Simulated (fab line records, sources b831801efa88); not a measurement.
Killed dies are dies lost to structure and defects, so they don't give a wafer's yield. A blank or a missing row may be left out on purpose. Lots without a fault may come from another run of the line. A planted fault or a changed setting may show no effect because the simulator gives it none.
A struck lot beside a sound one | flow sky130 | 15 steps out of a route of 708
Sound: wafers L162.2, L162.3, L162.6. Struck: wafer L172.6. (L172.2, L172.4 of the same lot were not struck and are left out.) The cause comes at the end.
At each step with rows: each side's tool, then ch and its chambers, then its first start. Under that, the readings that differ: sound wafers | struck wafers | difference of the means | sigmas: that difference in standard deviations of wafers without a fault.
alike: readings whose means differ by less than 2 such deviations, and words and numbers that are the same on both sides. not compared: withheld readings, readings that some wafer has no value for, bounds like >300 that may hide the same value, and numbers for which the record gives no deviation and whose values overlap.
The two part at a step that has a row with sigmas, a row that says differs or no value, or rows on one side only. Numbers that don't overlap but have no deviation are shown without sigmas and don't part them. A reading that every wafer of one side lacks parts them only if that side has two wafers or more.

first, 4 steps without rows for these wafers: SKY_VIA3_SOFTBAKE_08 (time 90 s); SKY_VIA3_EXPOSE_09 (exposes mask VIM3, target cd 200 nm); SKY_VIA3_PEB_10; SKY_VIA3_DEVELOP_11 (develop time 60 s).
SKY_VIA3_CD_MEAS_12: target cd 200 nm.
  sound on cd_sem-01, day 39 21:37; struck on cd_sem-01, day 42 16:07
  alike: cd_nm
SKY_VIA3_OVL_MEAS_13:
  sound on overlay-02, day 39 21:43; struck on overlay-02, day 42 16:13
  alike: VIA3_OVL
SKY_VIA3_ETCH_14: etches BARC in N2/H2, stops on SiO2, time 45.9 s, target depth 60 nm.
  sound on rie_diel-03 ch 0,2, day 39 21:45; struck on rie_diel-01 ch 3, day 42 16:14
  reading                     | sound       | struck | difference | sigmas
  drypump_motor_current_A (A) | 6.2 6.3 6.4 | 5.6    | -0.7       | -2
  alike: bias_w, oes_product_au, rf_fwd_power_W, throttle_valve_pct
  not compared: rf_hours_counter_h
SKY_VIA3_ETCH_15: etches SiO2 in C4F8/O2/Ar, stops on TiN, target depth 507 nm, time 78 s.
  sound on rie_diel-03 ch 0,2, day 39 21:47; struck on rie_diel-01 ch 3, day 42 16:18
  alike: bias_w, oes_product_au, rf_fwd_power_W
  not compared: rf_hours_counter_h
SKY_VIA3_STRIP_16: strips in O2/N2.
  sound on plasma_asher-03 ch 0,1, day 39 21:51; struck on plasma_asher-01 ch 1, day 42 16:23
  alike: drypump_motor_current_A, oes_product_au, strip_time_to_endpoint_s
  not compared: rf_hours_counter_h
then, 3 steps without rows for these wafers: SKY_VIA3_STRIP_17 (strips in post etch residue remover, time 1200 s); SKY_VIA3_CLEAN_18 (cleans in IPA, time 180 s); SKY_VIA3_CLEAN_19 (cleans in O3/DIW).
SKY_VIA3_SPUTTER_20: material TiN, target thk 20 nm, time 80 s.
  sound on pvd_sputter-02, day 39 22:28; struck on pvd_sputter-01, day 42 17:02
  reading                                  | sound            | struck | difference | sigmas
  model.TiN_of_VIA3_SPUTTER_20.thk_nm (nm) | 19.9 19.99 19.81 | 27.98  | +8.08      |
  alike: throttle_valve_pct
SKY_VIA3_CVD_21: deposits W, target thk 390 nm, time 117.31 s.
  sound on cvd_w-01 ch 0,1, day 39 22:32; struck on cvd_w-01 ch 1, day 42 17:05
  alike: heater_power_w
-- the record jumps here: 6 days lie between the struck wafers' starts before and after (it left off in module VIA3 and takes up again in module PAD_OPEN, whose first step shown is number 708 of the route) --
SKY_PAD_OPEN_PROBE_99:
  sound on prober-02, day 45 21:49; struck on prober-02, day 48 05:22
  reading                  | sound     | struck | difference | sigmas
  killed_at_M0_to_M3       | 36 32 40  | 53     | +17        | +2
  sort_bin_3_pad_short (%) | 0.4 0.6 0 | 1.4    | +1.1       | +3
  alike: defect_limited_yield, killed_at_M4_up, killed_at_contacts, killed_at_front_end, killed_at_other, killed_dies, killed_open, killed_short, sort_bin_5_function, sort_bin_6_memory, sort_n_pass, sort_yield_pct

WHERE THEY PART
First at SKY_VIA3_ETCH_14; last, within this record, at SKY_PAD_OPEN_PROBE_99.

WHY: what the simulator had put in
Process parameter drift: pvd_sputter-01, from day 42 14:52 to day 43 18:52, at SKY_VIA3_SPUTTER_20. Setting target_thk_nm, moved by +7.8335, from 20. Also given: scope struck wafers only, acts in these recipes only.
